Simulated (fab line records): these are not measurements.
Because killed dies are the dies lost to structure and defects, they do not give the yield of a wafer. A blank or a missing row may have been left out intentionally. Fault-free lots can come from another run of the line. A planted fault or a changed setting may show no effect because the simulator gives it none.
Which tool is to blame?    flow gf180mcu    12 lots with 36 wafers sampled at 4 steps, on a route of 602 steps

## WHAT EACH GAUGE READ, for each wafer
GF_M2_RS_MEAS_05: measurement is done with a four-point probe. Usual: M2_ALCU_RS gives 0.0694 ohm/sq (standard deviation 0.00081).
lot   measured      on             M2_ALCU_RS (ohm/sq)   flag
L651  day 18 03:19  film metro-04  0.0691 0.0684 0.0685  
L652  day 18 15:29  film metro-02  0.0687 0.0693 0.0694  
L653  day 18 23:45  film metro-04  0.0702 0.0704 0.0705  
L654  day 19 08:08  film metro-03  0.0701 0.0706 0.0705  
L655  day 19 19:53  film metro-03  0.0697 0.0702 0.0698  
L656  day 20 05:17  film metro-03  0.0704 0.0700 0.0704  
L657  day 20 08:50  film metro-04  0.0697 0.0692 0.0693  
L658  day 20 18:19  film metro-02  0.0687 0.0687 0.0683  
L659  day 21 14:58  film metro-03  0.0702 0.0703 0.0704  
L661  day 22 00:38  film metro-03  0.0692 0.0698 0.0692  
L665  day 23 10:21  film metro-03  0.0700 0.0705 0.0706  
L666  day 23 16:05  film metro-03  0.0708 0.0698 0.0708  

GF_V2_CD_MEAS_14 targets a cd of 260 nm. Usual: cd nm reads 259.7 nm (standard deviation 1.2).
lot   measured      on         cd nm (nm)                           flag
L651  day 20 05:07  cd sem-02  259.0 258.1 259.4                    
L652  day 20 16:45  cd sem-01  259.9 260.2 260.7                    
L653  day 21 00:37  cd sem-01  259.8 260.0 260.1                    
L654  day 21 10:07  cd sem-02  259.2 259.2 258.6                    
L655  day 21 21:25  cd sem-01  260.1 261.0 260.5                    
L656  day 22 05:49  cd sem-02  259.0 259.4 258.5                    
L657  day 22 09:24  cd sem-01  259.4 257.5 258.3                    
L658  day 22 19:25  cd sem-02  258.7 259.8 258.2                    
L659  day 23 15:13  cd sem-01  259.1 259.6 259.7                    
L661  day 24 00:29  cd sem-01  260.3 261.3 259.5                    
L665  day 25 08:43  cd sem-01  247.2 259.5 260.3 247.0 259.1 260.3  OFF
L666  day 25 13:46  cd sem-02  258.7 259.5 260.3                    

## WHAT TOOL EACH LOT RAN ON (gives the tool, then ch and the chambers of the sampled wafers, and finally the start)
lot   GF_M2_SPUTTER_02              GF_V2_SOFTBAKE_10
L651  pvd sputter-04, day 18 03:13  litho track-04 ch 0, day 19 17:00
L652  pvd sputter-01, day 18 15:21  litho track-04 ch 0, day 20 04:00
L653  pvd sputter-02, day 18 23:40  litho track-04 ch 0, day 20 13:00
L654  pvd sputter-02, day 19 08:03  litho track-01 ch 0, day 20 21:00
L655  pvd sputter-02, day 19 19:48  litho track-02 ch 0, day 21 09:00
L656  pvd sputter-01, day 20 05:12  litho track-02 ch 0, day 21 18:00
L657  pvd sputter-04, day 20 08:42  litho track-04 ch 0, day 21 22:00
L658  pvd sputter-01, day 20 18:14  litho track-02 ch 0, day 22 07:00
L659  pvd sputter-02, day 21 14:53  litho track-04 ch 0, day 23 02:00
L661  pvd sputter-02, day 22 00:32  litho track-01 ch 0, day 23 12:00
L665  pvd sputter-04, day 23 10:16  litho track-04 ch 0, day 24 21:00
L666  pvd sputter-04, day 23 16:00  litho track-02 ch 0, day 25 02:00
- GF_M2_SPUTTER_02: material AlCu, target thk 450 nm, time 23.9 s.
- GF_V2_SOFTBAKE_10: time 60 s.

## AS READ BY THE TOOLS THEMSELVES (means over the sampled wafers that have a number; for cases with no such wafer, the mark the record gives instead)
GF_M2_SPUTTER_02. Usual: chamber pressure pa 0.4000 Pa, standard deviation 0.00075; throttle valve pct 29.8 %, standard deviation 0.83.
lot   tool            chamber pressure pa (Pa)  throttle valve pct (%)  flag
L651  pvd sputter-04  0.3998                    30.6                    
L652  pvd sputter-01  0.4000                    28.8                    
L653  pvd sputter-02  0.4002                    30.0                    
L654  pvd sputter-02  0.3997                    30.1                    
L655  pvd sputter-02  0.4002                    29.8                    
L656  pvd sputter-01  0.4006                    30.1                    
L657  pvd sputter-04  0.3995                    30.6                    
L658  pvd sputter-01  0.3998                    30.6                    
L659  pvd sputter-02  0.4002                    30.1                    
L661  pvd sputter-02  0.3999                    29.9                    
L665  pvd sputter-04  0.4001                    29.7                    
L666  pvd sputter-04  0.3996                    29.6                    

GF_V2_SOFTBAKE_10. Usual: heater power total W 93.06 W, standard deviation 0.053; run length s 89.17 s, standard deviation 0.15.
lot   tool            heater power total W (W)  run length s (s)  flag
L651  litho track-04  93.04                     89.17             
L652  litho track-04  93.03                     89.23             
L653  litho track-04  93.03                     89.21             
L654  litho track-01  93.09                     89.18             
L655  litho track-02  93.02                     89.11             
L656  litho track-02  93.15                     89.06             
L657  litho track-04  93.10                     89.24             
L658  litho track-02  93.06                     88.98             
L659  litho track-04  93.06                     89.13             
L661  litho track-01  93.09                     89.15             
L665  litho track-04  101.65                    78.49             OFF
L666  litho track-02  93.11                     89.08             

## THE ANSWER, worked out from the rows above alone
Rule: lot off if the mean of its wafers having a number is beyond 3 standard deviations from the usual mean. Also off: a lot with no number at a reading for which 4 or more lots have one. Any other lot the step has rows for is counted as sound. First the gauges in route order, then the tools' own readings, where a lot's mean is used as printed above. At the first step where some lot is off, the reading lying furthest off is the one used; lots without a number count as furthest.
Off: L665 (GF_V2_CD_MEAS_14, cd nm).
If a tool, at a process step before that reading, ran all the lots that are off and no sound lot after the first of them, it fits. Not tried: the gauges at GF_V2_CD_MEAS_14; whatever is off there is also off at GF_V2_SOFTBAKE_10, on other tools, and gauge error can't account for it. One candidate fits, namely litho track-04 at GF_V2_SOFTBAKE_10. A fault onset in the window from L659 (day 23 02:00, its last sound lot) to L665 (day 24 21:00, its first lot off) fits.
The tool's own readings at GF_V2_SOFTBAKE_10 bear it out: on the lots that are off they differ by more than 5 times the standard deviation of the sound lots' means. heater power total W reads 101.65 W there against 93.07 W on the sound lots; run length s reads 78.49 s there against 89.14 s on the sound lots.

## WHAT WAS PUT IN BY THE SIMULATOR
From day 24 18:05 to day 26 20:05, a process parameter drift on litho track-04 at GF_V2_SOFTBAKE_10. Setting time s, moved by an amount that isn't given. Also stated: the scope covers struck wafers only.
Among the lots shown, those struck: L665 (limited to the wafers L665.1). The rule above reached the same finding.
